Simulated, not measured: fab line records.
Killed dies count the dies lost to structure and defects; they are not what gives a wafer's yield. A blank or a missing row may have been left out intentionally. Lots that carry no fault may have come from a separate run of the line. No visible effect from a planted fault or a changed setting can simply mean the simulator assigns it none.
Comparing a struck lot with a sound one	flow gf180mcu	17 out of 602 route steps
Sound: wafers L586.2, L586.3, L586.5. Wafers struck: L591.3, L591.4, L591.6. The cause is given at the end.
For every step that has rows: the tool of each side, followed by ch and its chambers, followed by its first start. Under that, the readings that differ: sound wafers	struck wafers	difference of the means	sigmas: that difference in standard deviations of wafers without a fault.
alike: same words and numbers on both sides, and readings whose means sit less than 2 such deviations apart. not compared: any withheld reading, any reading some wafer has no value for, any bound like >300 that may hide the same value, and any number with overlapping values for which the record gives no deviation.
A row with sigmas, a row that says differs or no value, or rows on one side alone: a step with any of these is where the two part. Numbers that don't overlap but have no deviation are shown without sigmas and don't part them. A reading that every wafer of one side lacks parts them only if that side has two wafers or more.

first, 6 steps without rows for these wafers: GF_M1_HMDS_08 (prime time 60 s); GF_M1_COAT_09 (resist thk 1000 nm); GF_M1_SOFTBAKE_10 (time 60 s); GF_M1_EXPOSE_11 (exposes mask Metal1, target cd 230 nm); GF_M1_PEB_12 (peb time 90 s); GF_M1_DEVELOP_13 (develop time 60 s).
GF_M1_CD_MEAS_14: target cd 230 nm.
  sound: cd-sem-01 at day 21 03:07; struck: cd-sem-02 at day 22 14:17
reading	sound	struck	difference	sigmas
cd-nm (nm)	227.9 228.2 228.5	232.3 231.9 231.9	+3.8	+3
GF_M1_OVL_MEAS_15:
  sound: overlay-01 at day 21 03:14; struck: overlay-01 at day 22 14:23
  alike: M1_OVL
GF_M1_METAL_ETCH_16: etches the open film in Cl2/BCl3, stops on SiO2, target depth 627.5 nm, time 104.6 s.
  sound on rie-metal-01 ch 0, day 21 03:18; struck on rie-metal-03 ch 0,1, day 22 14:26
reading	sound	struck	difference	sigmas
bcl3-flow-sccm (sccm)	40.33 40.08 40.42	40.07 39.90 40.00	-0.29	-2
  alike: drypump-motor-current-A, oes-product-au, throttle-valve-pct
  not compared: rf-hours-counter-h
GF_M1_STRIP_17: strips in O2/N2.
  sound on plasma-asher-04 ch 1, day 21 03:29; struck on plasma-asher-02 ch 0,1, day 22 14:33
  alike: drypump-motor-current-A, heater-power-w, oes-product-au, strip-time-to-endpoint-s
  not compared: rf-hours-counter-h
then, 2 steps without rows for these wafers: GF_M1_STRIP_18 (strips in post etch residue remover, time 1200 s); GF_M1_CLEAN_19 (cleans in DIW).
GF_V1_CVD_00: deposits SiO2, target thk 600 nm, time 97.07 s.
  sound on hdpcvd-02 ch 0,1,2, day 21 04:01; struck on hdpcvd-02 ch 0,1, day 22 15:03
  no value came back on the struck wafers for pressure-mtorr (mTorr), run-length-s (s); on the sound wafers pressure-mtorr (mTorr) reads 6.024 6.005 6.009
GF_V1_CVD_02: deposits SiO2 from TEOS, target thk 850 nm, time 94.851 s.
  sound on pecvd-02 ch 0,1,2, day 21 04:09; struck on pecvd-02 ch 1,2, day 22 15:13
  alike: heater-power-outer-w, heater-power-w
  not compared: since-wet-clean-h
GF_V1_CMP_04: polishes SiO2.
  sound on cmp-01 ch 2,3, day 21 04:17; struck on cmp-02 ch 0,1,3, day 22 15:27
  alike: edge-zone-pressure-frac, head-pressure-psi, motor-current-A
GF_V1_BOW_MEAS_05:
  sound: film-metro-03 at day 21 04:36; struck: film-metro-02 at day 22 15:41
reading	sound	struck	difference	sigmas
V1_BOW (um)	90 88 87	58 52 59	-32	-4
then, 1 step without rows for these wafers: GF_V1_DEHYDRATE_06 (time 60 s).

## WHERE THEY PART
Earliest at GF_M1_CD_MEAS_14; latest, in this record, at GF_V1_BOW_MEAS_05.

WHY: the cause the simulator had injected
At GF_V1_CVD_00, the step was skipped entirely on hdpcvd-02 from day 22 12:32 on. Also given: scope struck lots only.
